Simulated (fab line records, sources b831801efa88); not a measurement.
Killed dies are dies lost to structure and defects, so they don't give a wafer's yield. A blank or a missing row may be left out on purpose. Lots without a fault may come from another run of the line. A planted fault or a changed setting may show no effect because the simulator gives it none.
fab line records | flow gf180mcu
record lots=5 wafers=15 last_day=34
route steps=602 shown MVSD@73 MVPSD@78 VT_IMPLANT@90
lots that met no fault: from a run of the same line without faults
start_h: hours from the record's first day to the start of the lot's first wafer shown | wait_h: hours since the lot's step before | " the same as in the row above | L1.1+2: a row that stands for several wafers | - no value, or no start given | * or withheld: withheld | < > ~ a bound
route shown NAME@n: a module of which the file shows steps, and the number in the route of the first | usual: mean/standard deviation of fault-free wafers | same: alike in all rows | chamber/n: place in a boat | sites: the reading at each site | _std_site: their standard deviation | _edge_site: outer sites' mean less inner sites' | radius_mm: how far each site lies from the wafer's centre | mask NAME#n: copy n | behind: the tool/chamber that last shaped the wafer | hold: why the lot was held/for how many hours/how that ended | device: the transistor (n, p or np) that didn't switch | end of line: the same wafers' tests at the end of the route | a step without rows: its recipe alone | killed: dies lost to structure and defects at the first sort, not the wafer's yield | map: a wafer's dies, x killed, . not, _ none there
set.NAME: the setting as run; set.NAME@STEP: as run at that earlier step | model.NAME: the simulator's own value behind a step, which no gauge read
lots at some steps of the route; a table a step, a row a wafer
services: from which hour (start_h, from the record's first day; less than 0 if before it) a tool's chamber was out of use, for how many hours, and why
## steps
# step GF_MVSD_OVL_MEAS_07
# usual MVSD_OVL=0.2/1.4
# columns lot.wafer tool chamber start_h wait_h MVSD_OVL[nm]
L078.1 overlay-02 - 106.98 - -0.8
L078.4 " - " " 0.1
L078.6 " - " " -0.1
L080.1 overlay-02 - 116.19 - -0.1
L080.3 " - " " 0.3
L080.5 " - " " 0.0
L086.2 overlay-01 - 151.67 - 1.7
L086.3 " - " " 0.6
L086.4 " - " " 0.6
L094.2 overlay-01 - 198.02 - -0.8
L094.3 " - " " -0.4
L094.4 " - " " -0.5
L095.1 overlay-02 - 206.98 - -0.1
L095.3 " - " " -0.4
L095.4 " - " " -1.7
# step GF_MVSD_IMPLANT_08
# recipe species=P energy_kev=400 dose_cm2=1.6e+13 tilt_deg=0
# usual beam_energy_keV=400.01/0.14 end_station_pressure_torr=5.08e-06/2.8e-07
# columns lot.wafer tool chamber start_h wait_h beam_energy_keV end_station_pressure_torr
L078.1 implanter-01 0 107.02 0.0 399.79 5.14e-06
L078.4 " 0 " " 399.95 4.67e-06
L078.6 " 0 " " 399.92 5.53e-06
L080.1 implanter-01 0 116.23 0.0 399.90 5.51e-06
L080.3 " 0 " " 399.95 5.32e-06
L080.5 " 0 " " 399.94 4.69e-06
L086.2 implanter-02 0 151.72 0.0 400.00 4.99e-06
L086.3 " 0 " " 400.02 4.69e-06
L086.4 " 0 " " 400.17 4.82e-06
L094.2 implanter-04 0 198.07 0.0 399.91 5.03e-06
L094.3 " 0 " " 400.00 5.18e-06
L094.4 " 0 " " 400.11 5.02e-06
L095.1 implanter-04 0 207.02 0.0 399.97 4.96e-06
L095.3 " 0 " " 399.97 5.4e-06
L095.4 " 0 " " 399.83 5.06e-06
# step GF_MVSD_IMPLANT_09
# recipe species=P energy_kev=100 dose_cm2=5e+12 tilt_deg=0
# usual beam_energy_keV=99.99/0.034 end_station_pressure_torr=5.05e-06/2.8e-07
# columns lot.wafer tool chamber start_h wait_h beam_energy_keV end_station_pressure_torr
L078.1 implanter-01 0 107.17 0.1 100.03 5.1e-06
L078.4 " 0 " " 100.03 4.77e-06
L078.6 " 0 " " 100.06 5.31e-06
L080.1 implanter-01 0 116.38 0.1 100.02 5.23e-06
L080.3 " 0 " " 100.07 4.79e-06
L080.5 " 0 " " 100.01 5.11e-06
L086.2 implanter-02 0 151.87 0.1 99.98 5.23e-06
L086.3 " 0 " " 99.93 4.84e-06
L086.4 " 0 " " 99.96 4.88e-06
L094.2 implanter-04 0 198.22 0.1 100.03 4.74e-06
L094.3 " 0 " " 100.02 4.95e-06
L094.4 " 0 " " 100.01 5.16e-06
L095.1 implanter-04 0 207.17 0.1 100.00 5.03e-06
L095.3 " 0 " " 99.99 5.26e-06
L095.4 " 0 " " 100.00 5.39e-06
# step GF_MVSD_STRIP_10
# recipe chemistry=O2/N2 power_w=1400 pressure_mtorr=1500 platen_temp_c=250 o2_flow_sccm=3000 n2_flow_sccm=300 overash_fraction=0.5
# usual drypump_motor_current_A=6.16/0.21 heater_power_w=330/35 oes_product_au=0.722/0.0045 strip_time_to_endpoint_s=37.00/0.11
# columns lot.wafer tool chamber start_h wait_h drypump_motor_current_A heater_power_w oes_product_au rf_hours_counter_h strip_time_to_endpoint_s
L078.1 plasma_asher-03 0 107.32 0.1 6.16 330 0.732 33 36.94
L078.4 " 1 " " 6.42 282 0.723 - 36.97
L078.6 " 1 " " 6.42 287 0.727 - 37.07
L080.1 plasma_asher-03 0 116.53 0.1 6.10 329 0.725 34 37.25
L080.3 " 1 " " 6.42 286 0.725 - 37.23
L080.5 " 0 " " 6.18 332 0.721 - 37.20
L086.2 plasma_asher-01 1 152.00 0.1 5.96 326 0.716 47 36.86
L086.3 " 1 " " 5.93 324 0.720 - 36.86
L086.4 " 0 " " 5.77 365 0.712 - 36.70
L094.2 plasma_asher-01 1 198.35 0.1 5.95 320 0.733 52 37.00
L094.3 " 0 " " 5.76 369 0.718 - 36.94
L094.4 " 1 " " 5.96 326 0.717 - 37.04
L095.1 plasma_asher-01 1 207.32 0.1 5.94 324 0.725 53 37.00
L095.3 " 0 " " 5.76 371 0.721 - 37.03
L095.4 " 1 " " 5.95 325 0.729 - 36.99
# step GF_MVSD_TW_MEAS_11
# usual MVSD_TW=1576/13
# columns lot.wafer tool chamber start_h wait_h MVSD_TW
L078.1 film_metro-03 - 107.42 0.1 1560
L078.4 " - " " 1567
L078.6 " - " " 1567
L080.1 film_metro-04 - 116.63 0.1 1601
L080.3 " - " " 1593
L080.5 " - " " 1597
L086.2 film_metro-04 - 152.11 0.1 1597
L086.3 " - " " 1591
L086.4 " - " " 1602
L094.2 film_metro-02 - 198.46 0.1 1578
L094.3 " - " " 1573
L094.4 " - " " 1584
L095.1 film_metro-02 - 207.42 0.1 1577
L095.3 " - " " 1585
L095.4 " - " " 1584
# step GF_MVPSD_DEHYDRATE_00
# recipe temp_c=200 time_s=60
# same time_s=60
# columns lot.wafer tool chamber start_h wait_h
L078.1+4+6 litho_track-04 0 113.15 5.7
L080.1+3+5 litho_track-02 0 123.13 6.5
L086.2+3+4 litho_track-01 0 159.17 7.0
L094.2+3+4 litho_track-01 0 206.97 8.5
L095.1+3+4 litho_track-04 0 215.65 8.2
# step GF_MVPSD_HMDS_01
# recipe prime_time_s=60 prime_temp_c=120
# columns lot.wafer tool chamber start_h wait_h
L078.1+4+6 litho_track-04 0 113.30 0.1
L080.1+3+5 litho_track-02 0 123.28 0.1
L086.2+3+4 litho_track-01 0 159.32 0.1
L094.2+3+4 litho_track-01 0 207.12 0.1
L095.1+3+4 litho_track-04 0 215.80 0.1
# step GF_MVPSD_COAT_02
# recipe spin_rpm=2000 resist_thk_nm=3000
# columns lot.wafer tool chamber start_h wait_h
L078.1+4+6 litho_track-04 0 113.45 0.1
L080.1+3+5 litho_track-02 0 123.43 0.1
L086.2+3+4 litho_track-01 0 159.47 0.1
L094.2+3+4 litho_track-01 0 207.27 0.1
L095.1+3+4 litho_track-04 0 215.95 0.1
# step GF_MVPSD_SOFTBAKE_03
# recipe temp_c=110 time_s=withheld
# columns lot.wafer tool chamber start_h wait_h
L078.1+4+6 litho_track-04 0 113.60 0.1
L080.1+3+5 litho_track-02 0 123.58 0.1
L086.2+3+4 litho_track-01 0 159.63 0.1
L094.2+3+4 litho_track-01 0 207.42 0.1
L095.1+3+4 litho_track-04 0 216.10 0.1
# step GF_MVPSD_EXPOSE_04
# recipe mask_id=MVPSD target_cd_nm=1000 na=0.6 source_shape=conventional sigma_outer=0.6 dose_mj=260
# usual exposure_dose_mJ_cm2=259.98/0.28
# same sigma_outer=0.6
# columns lot.wafer tool chamber start_h wait_h mask exposure_dose_mJ_cm2
L078.1 iline_stepper-02 0 - - MVPSD#0 259.18
L078.4 " 0 " " MVPSD#0 260.06
L078.6 " 0 " " MVPSD#0 259.96
L080.1 iline_stepper-01 0 - - MVPSD#0 260.05
L080.3 " 0 " " MVPSD#0 260.00
L080.5 " 0 " " MVPSD#0 260.22
L086.2 iline_stepper-02 0 - - MVPSD#0 260.54
L086.3 " 0 " " MVPSD#0 260.18
L086.4 " 0 " " MVPSD#0 260.34
L094.2 iline_stepper-01 0 - - MVPSD#0 259.80
L094.3 " 0 " " MVPSD#0 259.65
L094.4 " 0 " " MVPSD#0 259.35
L095.1 iline_stepper-02 0 - - MVPSD#0 260.10
L095.3 " 0 " " MVPSD#0 259.58
L095.4 " 0 " " MVPSD#0 259.89
# step GF_MVPSD_PEB_05
# recipe temp_c=115 time_s=withheld
# columns lot.wafer tool chamber start_h wait_h
L078.1+4+6 litho_track-04 0 - -
L080.1+3+5 litho_track-01 0 - -
L086.2+3+4 litho_track-04 0 - -
L094.2+3+4 litho_track-01 0 - -
L095.1+3+4 litho_track-04 0 - -
# step GF_MVPSD_DEVELOP_06
# recipe wall_angle_deg=90 develop_time_s=60 dev_temp_c=23
# usual developer_temp_C=22.99/0.12
# columns lot.wafer tool chamber start_h wait_h developer_temp_C
L078.1 litho_track-04 0 - - 23.06
L078.4 " 0 " " 23.06
L078.6 " 0 " " 23.28
L080.1 litho_track-01 0 - - 22.99
L080.3 " 0 " " 23.01
L080.5 " 0 " " 23.03
L086.2 litho_track-04 0 - - 22.99
L086.3 " 0 " " 23.05
L086.4 " 0 " " 23.06
L094.2 litho_track-01 0 - - 22.97
L094.3 " 0 " " 22.91
L094.4 " 0 " " 23.02
L095.1 litho_track-04 0 - - 23.08
L095.3 " 0 " " 23.01
L095.4 " 0 " " 22.95
# step GF_MVPSD_OVL_MEAS_07
# usual MVPSD_OVL=0.0/1.2
# columns lot.wafer tool chamber start_h wait_h MVPSD_OVL[nm]
L078.1 overlay-01 - 120.70 - -1.1
L078.4 " - " " -0.7
L078.6 " - " " -1.0
L080.1 overlay-01 - 130.54 - 1.1
L080.3 " - " " -0.2
L080.5 " - " " 1.0
L086.2 overlay-02 - 168.05 - 0.4
L086.3 " - " " 1.3
L086.4 " - " " 0.8
L094.2 overlay-01 - 216.30 - 1.1
L094.3 " - " " 1.6
L094.4 " - " " 0.5
L095.1 overlay-02 - 225.40 - 0.1
L095.3 " - " " 0.9
L095.4 " - " " -0.2
# step GF_MVPSD_IMPLANT_08
# recipe species=B energy_kev=170 dose_cm2=1.5e+13 tilt_deg=0
# usual beam_energy_keV=169.98/0.059 end_station_pressure_torr=5.05e-06/2.6e-07
# columns lot.wafer tool chamber start_h wait_h beam_energy_keV end_station_pressure_torr
L078.1 implanter-01 0 120.73 0.0 169.91 5.19e-06
L078.4 " 0 " " 169.93 4.62e-06
L078.6 " 0 " " 170.04 5.01e-06
L080.1 implanter-03 0 130.58 0.0 169.96 5.15e-06
L080.3 " 0 " " 169.98 5.18e-06
L080.5 " 0 " " 169.95 4.91e-06
L086.2 implanter-02 0 168.11 0.0 170.07 4.92e-06
L086.3 " 0 " " 170.05 5.09e-06
L086.4 " 0 " " 170.00 5.19e-06
L094.2 implanter-03 0 216.35 0.0 169.95 5.2e-06
L094.3 " 0 " " 169.97 4.67e-06
L094.4 " 0 " " 169.95 5.08e-06
L095.1 implanter-02 0 225.43 0.0 170.02 5.15e-06
L095.3 " 0 " " 170.05 4.72e-06
L095.4 " 0 " " 170.06 5.09e-06
# step GF_MVPSD_IMPLANT_09
# recipe species=B energy_kev=40 dose_cm2=5e+12 tilt_deg=0
# usual beam_energy_keV=40.001/0.011 end_station_pressure_torr=5e-06/2.5e-07
# columns lot.wafer tool chamber start_h wait_h beam_energy_keV end_station_pressure_torr
L078.1 implanter-01 0 120.88 0.1 39.995 4.69e-06
L078.4 " 0 " " 39.996 4.64e-06
L078.6 " 0 " " 40.013 4.51e-06
L080.1 implanter-03 0 130.73 0.1 40.004 5.02e-06
L080.3 " 0 " " 40.007 5.42e-06
L080.5 " 0 " " 40.010 4.78e-06
L086.2 implanter-02 0 168.26 0.1 39.985 5.17e-06
L086.3 " 0 " " 40.016 4.8e-06
L086.4 " 0 " " 40.005 4.91e-06
L094.2 implanter-03 0 216.50 0.1 40.014 4.89e-06
L094.3 " 0 " " 40.002 5.01e-06
L094.4 " 0 " " 40.002 4.96e-06
L095.1 implanter-02 0 225.58 0.1 40.006 4.77e-06
L095.3 " 0 " " 40.009 4.88e-06
L095.4 " 0 " " 40.021 5.14e-06
# step GF_MVPSD_STRIP_10
# recipe chemistry=O2/N2 power_w=1400 pressure_mtorr=1500 platen_temp_c=250 o2_flow_sccm=3000 n2_flow_sccm=300 overash_fraction=0.5
# usual drypump_motor_current_A=6.0/0.3 heater_power_w=323/28 oes_product_au=0.723/0.004 strip_time_to_endpoint_s=36.93/0.097
# columns lot.wafer tool chamber start_h wait_h drypump_motor_current_A heater_power_w oes_product_au rf_hours_counter_h strip_time_to_endpoint_s
L078.1 plasma_asher-04 0 121.03 0.1 5.5 306 0.728 45 36.91
L078.4 " 1 " " 6.2 336 0.725 - 36.85
L078.6 " 1 " " 6.2 336 0.728 - 37.02
L080.1 plasma_asher-04 0 130.88 0.1 5.5 303 0.720 47 36.88
L080.3 " 0 " " 5.5 298 0.724 - 36.86
L080.5 " 0 " " 5.5 305 0.725 - 36.78
L086.2 plasma_asher-01 1 168.38 0.1 5.9 326 0.726 49 36.88
L086.3 " 1 " " 5.9 318 0.724 - 36.78
L086.4 " 0 " " 5.7 377 0.723 - 36.74
L094.2 plasma_asher-04 0 216.63 0.1 5.5 307 0.730 56 36.89
L094.3 " 1 " " 6.2 339 0.727 - 36.86
L094.4 " 0 " " 5.5 309 0.719 - 36.87
L095.1 plasma_asher-03 1 225.73 0.1 6.4 280 0.722 47 37.01
L095.3 " 0 " " 6.1 328 0.720 - 36.95
L095.4 " 1 " " 6.4 275 0.726 - 36.85
# step GF_MVPSD_TW_MEAS_11
# usual MVPSD_TW=556/5.1
# columns lot.wafer tool chamber start_h wait_h MVPSD_TW
L078.1 film_metro-04 - 121.13 0.1 561
L078.4 " - " " 560
L078.6 " - " " 561
L080.1 film_metro-02 - 130.98 0.1 552
L080.3 " - " " 556
L080.5 " - " " 553
L086.2 film_metro-02 - 168.49 0.1 553
L086.3 " - " " 552
L086.4 " - " " 548
L094.2 film_metro-03 - 216.74 0.1 550
L094.3 " - " " 548
L094.4 " - " " 549
L095.1 film_metro-02 - 225.83 0.1 555
L095.3 " - " " 553
L095.4 " - " " 555
# step GF_VT_IMPLANT_DEHYDRATE_00
# recipe temp_c=200 time_s=60
# same time_s=60
# columns lot.wafer tool chamber start_h wait_h
L078.1+4+6 litho_track-04 0 127.10 6.0
L080.1+3+5 litho_track-04 0 138.15 7.2
L086.2+3+4 litho_track-02 0 175.81 7.3
L094.2+3+4 litho_track-04 0 225.42 8.7
L095.1+3+4 litho_track-03 0 234.71 8.9
# step GF_VT_IMPLANT_HMDS_01
# recipe prime_time_s=60 prime_temp_c=120
# columns lot.wafer tool chamber start_h wait_h
L078.1+4+6 litho_track-04 0 127.25 0.1
L080.1+3+5 litho_track-04 0 138.30 0.1
L086.2+3+4 litho_track-02 0 175.96 0.1
L094.2+3+4 litho_track-04 0 225.57 0.1
L095.1+3+4 litho_track-03 0 234.86 0.1
# step GF_VT_IMPLANT_COAT_02
# recipe resist=NOVOLAK spin_rpm=3000 resist_thk_nm=1000
# columns lot.wafer tool chamber start_h wait_h
L078.1+4+6 litho_track-04 0 127.40 0.1
L080.1+3+5 litho_track-04 0 138.45 0.1
L086.2+3+4 litho_track-02 0 176.11 0.1
L094.2+3+4 litho_track-04 0 225.72 0.1
L095.1+3+4 litho_track-03 0 235.01 0.1
# step GF_VT_IMPLANT_SOFTBAKE_03
# recipe temp_c=90 time_s=60 resist=NOVOLAK
# same time_s=60
# columns lot.wafer tool chamber start_h wait_h
L078.1+4+6 litho_track-04 0 127.55 0.1
L080.1+3+5 litho_track-04 0 138.60 0.1
L086.2+3+4 litho_track-02 0 176.26 0.1
L094.2+3+4 litho_track-04 0 225.87 0.1
L095.1+3+4 litho_track-03 0 235.16 0.1
# step GF_VT_IMPLANT_EXPOSE_04
# recipe mask_id=LVPWELL_LV_AREA target_cd_nm=600 na=0.6 source_shape=conventional sigma_outer=0.6 dose_mj=140
# usual exposure_dose_mJ_cm2=140.01/0.13
# same sigma_outer=0.6
# columns lot.wafer tool chamber start_h wait_h mask exposure_dose_mJ_cm2
L078.1 iline_stepper-02 0 - - LVPWELL_LV_AREA#0 140.13
L078.4 " 0 " " LVPWELL_LV_AREA#0 139.99
L078.6 " 0 " " LVPWELL_LV_AREA#0 139.82
L080.1 iline_stepper-01 0 - - LVPWELL_LV_AREA#0 140.11
L080.3 " 0 " " LVPWELL_LV_AREA#0 139.94
L080.5 " 0 " " LVPWELL_LV_AREA#0 140.05
L086.2 iline_stepper-02 0 - - LVPWELL_LV_AREA#0 140.25
L086.3 " 0 " " LVPWELL_LV_AREA#0 140.22
L086.4 " 0 " " LVPWELL_LV_AREA#0 140.11
L094.2 iline_stepper-01 0 - - LVPWELL_LV_AREA#0 139.97
L094.3 " 0 " " LVPWELL_LV_AREA#0 140.19
L094.4 " 0 " " LVPWELL_LV_AREA#0 140.04
L095.1 iline_stepper-01 0 - - LVPWELL_LV_AREA#0 139.97
L095.3 " 0 " " LVPWELL_LV_AREA#0 139.93
L095.4 " 0 " " LVPWELL_LV_AREA#0 139.91
# step GF_VT_IMPLANT_PEB_05
# recipe temp_c=withheld time_s=* resist=NOVOLAK
# same time_s=*
# columns lot.wafer tool chamber start_h wait_h
L078.1+4+6 litho_track-02 0 - -
L080.1+3+5 litho_track-04 0 - -
L086.2+3+4 litho_track-03 0 - -
L094.2+3+4 litho_track-02 0 - -
L095.1+3+4 litho_track-02 0 - -
# step GF_VT_IMPLANT_DEVELOP_06
# recipe develop_time_s=60 dev_temp_c=23
# usual developer_temp_C=23.01/0.11
# columns lot.wafer tool chamber start_h wait_h developer_temp_C
L078.1 litho_track-02 0 135.08 0.1 23.01
L078.4 " 0 " " 23.00
L078.6 " 0 " " 23.01
L080.1 litho_track-04 0 145.85 0.1 23.07
L080.3 " 0 " " 22.98
L080.5 " 0 " " 23.04
L086.2 litho_track-03 0 184.59 0.1 23.10
L086.3 " 0 " " 22.96
L086.4 " 0 " " 23.22
L094.2 litho_track-02 0 235.06 0.1 23.16
L094.3 " 0 " " 23.01
L094.4 " 0 " " 23.04
L095.1 litho_track-02 0 244.43 0.1 23.10
L095.3 " 0 " " 22.99
L095.4 " 0 " " 23.12
# step GF_VT_IMPLANT_OVL_MEAS_07
# usual VT_IMPLANT_OVL=1.4/1.4
# columns lot.wafer tool chamber start_h wait_h VT_IMPLANT_OVL[nm]
L078.1 overlay-02 - 135.23 0.1 2.9
L078.4 " - " " 2.2
L078.6 " - " " 1.9
L080.1 overlay-01 - 146.00 0.1 1.4
L080.3 " - " " 2.2
L080.5 " - " " 0.2
L086.2 overlay-01 - 184.72 0.1 0.6
L086.3 " - " " -1.1
L086.4 " - " " -0.3
L094.2 overlay-01 - 235.19 0.1 0.1
L094.3 " - " " 0.7
L094.4 " - " " 1.2
L095.1 overlay-01 - 244.58 0.1 2.8
L095.3 " - " " 2.2
L095.4 " - " " 1.4
# step GF_VT_IMPLANT_IMPLANT_08
# recipe species=BF2 energy_kev=20 dose_cm2=8.29e+12 tilt_deg=7
# usual beam_energy_keV=19.998/0.0057 end_station_pressure_torr=5.05e-06/2.7e-07
# columns lot.wafer tool chamber start_h wait_h beam_energy_keV end_station_pressure_torr
L078.1 implanter-03 0 135.27 0.0 19.997 4.86e-06
L078.4 " 0 " " 20.000 5.48e-06
L078.6 " 0 " " 19.996 5.48e-06
L080.1 implanter-03 0 146.03 0.0 20.003 5.27e-06
L080.3 " 0 " " 19.993 4.99e-06
L080.5 " 0 " " 20.005 5.09e-06
L086.2 implanter-04 0 184.77 0.0 19.996 4.58e-06
L086.3 " 0 " " 19.995 4.84e-06
L086.4 " 0 " " 20.008 5.4e-06
L094.2 implanter-03 0 235.24 0.0 20.000 5.15e-06
L094.3 " 0 " " 19.992 5.27e-06
L094.4 " 0 " " 19.989 4.95e-06
L095.1 implanter-04 0 244.62 0.0 19.998 4.97e-06
L095.3 " 0 " " 20.004 4.55e-06
L095.4 " 0 " " 20.000 4.86e-06
# step GF_VT_IMPLANT_STRIP_09
# recipe chemistry=O2/N2 power_w=1400 pressure_mtorr=1500 platen_temp_c=250 o2_flow_sccm=3000 n2_flow_sccm=300 overash_fraction=0.5
# usual drypump_motor_current_A=6.13/0.29 heater_power_w=332/34 oes_product_au=0.716/0.0048 strip_time_to_endpoint_s=12.64/0.033
# columns lot.wafer tool chamber start_h wait_h drypump_motor_current_A heater_power_w oes_product_au rf_hours_counter_h strip_time_to_endpoint_s
L078.1 plasma_asher-02 1 135.42 0.1 6.31 385 0.715 2 12.65
L078.4 " 0 " " 6.10 357 0.711 - 12.66
L078.6 " 1 " " 6.30 386 0.715 - 12.70
L080.1 plasma_asher-03 0 146.18 0.1 6.11 330 0.710 38 12.60
L080.3 " 0 " " 6.17 320 0.715 - 12.65
L080.5 " 0 " " 6.10 319 0.716 - 12.63
L086.2 plasma_asher-03 1 184.90 0.1 6.41 282 0.716 43 12.65
L086.3 " 1 " " 6.41 286 0.716 - 12.64
L086.4 " 0 " " 6.13 337 0.715 - 12.62
L094.2 plasma_asher-03 1 235.37 0.1 6.41 288 0.714 48 12.66
L094.3 " 1 " " 6.42 284 0.715 - 12.63
L094.4 " 0 " " 6.10 325 0.720 - 12.63
L095.1 plasma_asher-02 1 244.77 0.1 6.33 380 0.720 14 12.67
L095.3 " 1 " " 6.36 381 0.715 - 12.65
L095.4 " 0 " " 6.14 363 0.714 - 12.63
# step GF_VT_IMPLANT_TW_MEAS_10
# usual VT_IMPLANT_TW=568/9.2
# columns lot.wafer tool chamber start_h wait_h VT_IMPLANT_TW
L078.1 film_metro-03 - 135.52 0.1 557
L078.4 " - " " 558
L078.6 " - " " 557
L080.1 film_metro-01 - 146.28 0.1 585
L080.3 " - " " 586
L080.5 " - " " 584
L086.2 film_metro-01 - 185.01 0.1 574
L086.3 " - " " 577
L086.4 " - " " 574
L094.2 film_metro-02 - 235.48 0.1 566
L094.3 " - " " 565
L094.4 " - " " 566
L095.1 film_metro-03 - 244.87 0.1 564
L095.3 " - " " 564
L095.4 " - " " 564
# step GF_VT_IMPLANT_DEHYDRATE_11
# recipe temp_c=200 time_s=60
# same time_s=60
# columns lot.wafer tool chamber start_h wait_h
L078.1+4+6 litho_track-03 0 142.26 6.7
L080.1+3+5 litho_track-02 0 153.13 6.8
L086.2+3+4 litho_track-04 0 192.77 7.8
L094.2+3+4 litho_track-02 0 243.71 8.2
L095.1+3+4 litho_track-04 0 252.84 8.0
# step GF_VT_IMPLANT_HMDS_12
# recipe prime_time_s=60 prime_temp_c=120
# columns lot.wafer tool chamber start_h wait_h
L078.1+4+6 litho_track-03 0 142.41 0.1
L080.1+3+5 litho_track-02 0 153.28 0.1
L086.2+3+4 litho_track-04 0 192.92 0.1
L094.2+3+4 litho_track-02 0 243.86 0.1
L095.1+3+4 litho_track-04 0 252.99 0.1
# step GF_VT_IMPLANT_COAT_13
# recipe resist=NOVOLAK spin_rpm=3000 resist_thk_nm=1000
# columns lot.wafer tool chamber start_h wait_h
L078.1+4+6 litho_track-03 0 142.56 0.1
L080.1+3+5 litho_track-02 0 153.43 0.1
L086.2+3+4 litho_track-04 0 193.07 0.1
L094.2+3+4 litho_track-02 0 244.01 0.1
L095.1+3+4 litho_track-04 0 253.14 0.1
# step GF_VT_IMPLANT_SOFTBAKE_14
# recipe temp_c=90 time_s=60 resist=NOVOLAK
# same time_s=60
# columns lot.wafer tool chamber start_h wait_h
L078.1+4+6 litho_track-03 0 142.71 0.1
L080.1+3+5 litho_track-02 0 153.58 0.1
L086.2+3+4 litho_track-04 0 193.22 0.1
L094.2+3+4 litho_track-02 0 244.16 0.1
L095.1+3+4 litho_track-04 0 253.29 0.1
# step GF_VT_IMPLANT_EXPOSE_15
# recipe mask_id=Nwell_LV_AREA target_cd_nm=860 na=0.6 source_shape=conventional sigma_outer=0.6 dose_mj=140
# usual exposure_dose_mJ_cm2=139.96/0.14
# same sigma_outer=0.6
# columns lot.wafer tool chamber start_h wait_h mask exposure_dose_mJ_cm2
L078.1 iline_stepper-01 0 - - Nwell_LV_AREA#0 139.79
L078.4 " 0 " " Nwell_LV_AREA#0 139.85
L078.6 " 0 " " Nwell_LV_AREA#0 139.97
L080.1 iline_stepper-01 0 - - Nwell_LV_AREA#0 140.01
L080.3 " 0 " " Nwell_LV_AREA#0 139.99
L080.5 " 0 " " Nwell_LV_AREA#0 139.90
L086.2 iline_stepper-01 0 - - Nwell_LV_AREA#0 140.05
L086.3 " 0 " " Nwell_LV_AREA#0 140.00
L086.4 " 0 " " Nwell_LV_AREA#0 140.08
L094.2 iline_stepper-01 0 - - Nwell_LV_AREA#0 140.01
L094.3 " 0 " " Nwell_LV_AREA#0 140.05
L094.4 " 0 " " Nwell_LV_AREA#0 139.99
L095.1 iline_stepper-02 0 - - Nwell_LV_AREA#0 139.85
L095.3 " 0 " " Nwell_LV_AREA#0 139.87
L095.4 " 0 " " Nwell_LV_AREA#0 139.73
# step GF_VT_IMPLANT_PEB_16
# recipe temp_c=withheld time_s=* resist=NOVOLAK
# same time_s=*
# columns lot.wafer tool chamber start_h wait_h
L078.1+4+6 litho_track-04 0 - -
L080.1+3+5 litho_track-03 0 - -
L086.2+3+4 litho_track-03 0 - -
L094.2+3+4 litho_track-03 0 - -
L095.1+3+4 litho_track-03 0 - -
# step GF_VT_IMPLANT_DEVELOP_17
# recipe develop_time_s=60 dev_temp_c=23
# usual developer_temp_C=23.02/0.11
# columns lot.wafer tool chamber start_h wait_h developer_temp_C
L078.1 litho_track-04 0 150.15 0.1 22.90
L078.4 " 0 " " 22.94
L078.6 " 0 " " 23.05
L080.1 litho_track-03 0 161.61 0.1 22.92
L080.3 " 0 " " 22.96
L080.5 " 0 " " 23.01
L086.2 litho_track-03 0 201.44 0.1 22.91
L086.3 " 0 " " 22.98
L086.4 " 0 " " 22.97
L094.2 litho_track-03 0 252.69 0.1 22.98
L094.3 " 0 " " 23.05
L094.4 " 0 " " 22.91
L095.1 litho_track-03 0 262.21 0.1 23.21
L095.3 " 0 " " 23.05
L095.4 " 0 " " 23.06
# step GF_VT_IMPLANT_OVL_MEAS_18
# usual VT_IMPLANT_01_OVL=-0.1/1.5
# columns lot.wafer tool chamber start_h wait_h VT_IMPLANT_01_OVL[nm]
L078.1 overlay-01 - 150.30 0.1 -1.1
L078.4 " - " " 0.3
L078.6 " - " " 1.2
L080.1 overlay-02 - 161.76 0.1 -0.9
L080.3 " - " " -2.2
L080.5 " - " " -1.1
L086.2 overlay-02 - 201.57 0.1 2.4
L086.3 " - " " 1.6
L086.4 " - " " 0.9
L094.2 overlay-02 - 252.82 0.1 -1.1
L094.3 " - " " -0.9
L094.4 " - " " -1.1
L095.1 overlay-02 - 262.36 0.1 -2.8
L095.3 " - " " -1.2
L095.4 " - " " -1.8
# step GF_VT_IMPLANT_IMPLANT_19
# recipe species=As energy_kev=100 dose_cm2=4.35e+12 tilt_deg=7
# usual beam_energy_keV=100.00/0.027 end_station_pressure_torr=5.03e-06/2.5e-07
# columns lot.wafer tool chamber start_h wait_h beam_energy_keV end_station_pressure_torr
L078.1 implanter-01 0 150.33 0.0 100.01 4.97e-06
L078.4 " 0 " " 100.02 5.37e-06
L078.6 " 0 " " 100.05 5.4e-06
L080.1 implanter-01 0 161.80 0.0 100.04 4.88e-06
L080.3 " 0 " " 100.01 4.84e-06
L080.5 " 0 " " 99.986 5e-06
L086.2 implanter-01 0 201.62 0.0 100.01 5.11e-06
L086.3 " 0 " " 100.01 5.24e-06
L086.4 " 0 " " 99.992 5.2e-06
L094.2 implanter-03 0 252.87 0.0 100.01 5.07e-06
L094.3 " 0 " " 100.02 4.97e-06
L094.4 " 0 " " 99.977 5.12e-06
L095.1 implanter-04 0 262.40 0.0 100.03 5.02e-06
L095.3 " 0 " " 100.05 5.02e-06
L095.4 " 0 " " 99.999 5.27e-06
## services
# columns tool chamber start_h hours kind
implanter-04 - 85.26 4.5 pm
plasma_asher-04 - 87.21 23.7 pm
implanter-02 - 98.87 2.0 repair
implanter-02 - 101.46 1.7 pm
plasma_asher-02 - 108.75 9.0 pm
plasma_asher-02 0 108.75 9.0 vent_cycle
plasma_asher-02 1 108.75 9.0 vent_cycle
plasma_asher-01 - 120.05 15.5 repair
iline_stepper-02 - 124.93 1.7 pm
implanter-04 - 134.91 2.5 repair
plasma_asher-01 - 135.32 14.1 repair
iline_stepper-02 - 138.72 4.4 pm
implanter-01 - 167.32 3.6 pm
implanter-02 - 172.57 15.5 repair
plasma_asher-02 - 174.00 0.7 repair
iline_stepper-01 - 175.45 1.7 pm
plasma_asher-02 - 185.70 0.8 repair
plasma_asher-04 - 192.92 4.8 repair
iline_stepper-02 - 206.46 6.0 repair
implanter-04 - 217.80 0.7 repair
plasma_asher-03 - 220.98 2.8 pm
iline_stepper-01 - 245.82 4.8 repair
plasma_asher-02 - 245.83 2.8 pm
implanter-01 - 259.23 4.8 repair
## key
fault none
